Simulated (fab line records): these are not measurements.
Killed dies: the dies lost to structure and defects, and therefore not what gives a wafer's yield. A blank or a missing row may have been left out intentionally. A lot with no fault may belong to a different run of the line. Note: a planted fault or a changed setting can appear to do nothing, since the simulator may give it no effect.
Struck lot and sound lot, side by side / flow sky130 / 14 steps out of a route of 708
Sound: wafers L383.1, L383.2, L383.6. Struck: wafer L397.4; the same lot's L397.3 was not struck, so it is left out; see the end for the cause.
Each step with rows lists, per side, the tool, then ch with its chambers, then its first start. Under that, the readings that differ: sound wafers / struck wafers / difference of the means / sigmas: that difference in standard deviations of wafers without a fault.
alike: readings whose means differ by less than 2 such deviations, and words and numbers that are the same on both sides. not compared: withheld readings, readings that some wafer has no value for, bounds like >300 that may hide the same value, and numbers for which the record gives no deviation and whose values overlap.
A row with sigmas, a row that says differs or no value, or rows on one side alone: a step with any of these is where the two part. Numbers that don't overlap but have no deviation are shown without sigmas and don't part them. Lack of a reading on every wafer of one side parts them only where that side has two or more wafers.

first, 3 steps without rows for these wafers: SKY_CONTACT_EXPOSE_11 (exposes mask CTM1, target cd 170 nm); SKY_CONTACT_PEB_12; SKY_CONTACT_DEVELOP_13 (develop time 60 s).
SKY_CONTACT_CD_MEAS_14: the cd target is 170 nm.
  struck on cd_sem-01, day 38 00:11; sound on cd_sem-02, day 33 23:19
  alike: cd_nm
SKY_CONTACT_OVL_MEAS_15:
  struck on overlay-01, day 38 00:17; sound on overlay-02, day 33 23:26
  alike: CONTACT_OVL
SKY_CONTACT_ETCH_16: etches BARC in N2/H2, stops on SiO2, time 45.9 s, target depth 60 nm.
  sound on rie_diel-02 ch 0,1, day 33 23:28; struck on rie_diel-03 ch 0, day 38 00:18
  alike: drypump_motor_current_A, oes_product_au, throttle_valve_pct
  not compared: rf_hours_counter_h
SKY_CONTACT_ETCH_17: etches SiO2 in C4F8/O2/Ar, stops on Si3N4, target depth 340 nm.
  sound on rie_diel-02 ch 0,1, day 33 23:31; struck on rie_diel-03 ch 0, day 38 00:21
  alike: oes_product_au
SKY_CONTACT_ETCH_18: etches Si3N4 in CHF3/O2, stops on TiN, time 39 s, target depth 75 nm.
  sound on rie_diel-02 ch 0,1; struck on rie_diel-03 ch 0
reading=drypump_motor_current_A (A); sound=4.7 5.8 4.7; struck=6.1; difference=+1.0; sigmas=+2
  alike: oes_product_au, throttle_valve_pct
  not compared: rf_hours_counter_h
SKY_CONTACT_STRIP_19: strips in O2/N2.
  sound on plasma_asher-02 ch 0,1, day 33 23:36; struck on plasma_asher-01 ch 1, day 38 00:28
  alike: drypump_motor_current_A, oes_product_au, strip_time_to_endpoint_s
  not compared: rf_hours_counter_h
then, 3 steps without rows for these wafers: SKY_CONTACT_STRIP_20 (strips in post etch residue remover, time 1200 s); SKY_CONTACT_CLEAN_21 (cleans in IPA, time 180 s); SKY_CONTACT_CLEAN_22 (cleans in O3/DIW).
SKY_CONTACT_SPUTTER_23: material TiN, target thk 20 nm, time 80 s.
  struck on pvd_sputter-03, day 38 01:04; sound on pvd_sputter-03, day 34 00:11
reading=model.TiN_of_CONTACT_SPUTTER_23.thk_nm (nm); sound=19.91 19.7 19.78; struck=16.96; difference=-2.84; sigmas=
  alike: throttle_valve_pct
SKY_CONTACT_CVD_24: deposits W, target thk 340 nm, time 102.12 s.
  sound on cvd_w-01 ch 0,1, day 34 00:15; struck on cvd_w-01 ch 0, day 38 01:10
  alike: heater_power_w

WHERE THEY PART
SKY_CONTACT_ETCH_18 only, going by this record. Later steps at which nothing parts them and some readings are alike: SKY_CONTACT_STRIP_19, SKY_CONTACT_SPUTTER_23, SKY_CONTACT_CVD_24.

WHY: what had been put in by the simulator
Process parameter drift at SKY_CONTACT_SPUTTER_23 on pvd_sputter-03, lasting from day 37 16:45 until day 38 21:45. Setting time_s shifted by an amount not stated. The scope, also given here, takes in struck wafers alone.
